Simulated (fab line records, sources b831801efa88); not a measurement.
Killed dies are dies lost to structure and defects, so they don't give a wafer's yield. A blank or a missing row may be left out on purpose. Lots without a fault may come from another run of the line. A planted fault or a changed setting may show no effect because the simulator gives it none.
Chamber matching | flow sky130 | SKY_VIA3_CMP_02 on cmp-02: 4 sister chambers
The step polishes SiO2. 8 wafers are shown with their chamber, then 8 later ones without.

WAFERS WITH THEIR CHAMBER
wafer  | chamber | motor_current_A (A) | head_pressure_psi (psi)
L671.1 | 2       | 12.4                | 3.996
L677.1 | 2       | 11.6                | 3.993
L686.2 | 3       | 14.1                | 3.998
L686.5 | 1       | 12.1                | 4.005
L687.3 | 3       | 14.7                | 3.994
L687.4 | 0       | 9.0                 | 3.998
L687.5 | 0       | 9.3                 | 4.004
L689.1 | 1       | 12.8                | 4.008

WAFERS WITHOUT THEIR CHAMBER
wafer  | motor_current_A (A) | head_pressure_psi (psi)
L689.2 | 9.4                 | 4.012
L689.3 | 11.8                | 3.986
L690.1 | 9.3                 | 4.003
L690.4 | 14.7                | 3.993
L690.6 | 14.6                | 3.980
L691.3 | 13.1                | 4.004
L691.5 | 15.0                | 4.000
L691.6 | 12.3                | 3.996

WHICH CHAMBER EACH WENT THROUGH
wafer  | from the rows above | in truth
L689.2 | 0                   | 0
L689.3 | 2                   | 2
L690.1 | 0                   | 0
L690.4 | 3                   | 3
L690.6 | 3                   | 3
L691.3 | 1                   | 1
L691.5 | 3                   | 3
L691.6 | 2                   | 2
Placed correctly: 8 of 8. Can't be placed from these rows: 0. Placed wrongly: 0.
How it was worked out, from the rows above alone: a wafer's distance from a chamber is the root of the sum, over the readings, of the square of ((its reading less the chamber's mean) divided by the reading's scatter). The wafer belongs to the nearest chamber; if the next one is less than 2 further off, it can't be placed. A chamber's mean is the mean of its shown wafers. The scatter: the root of (the sum of the squares of (reading less its chamber's mean) over the shown wafers, divided by (wafers less chambers)).
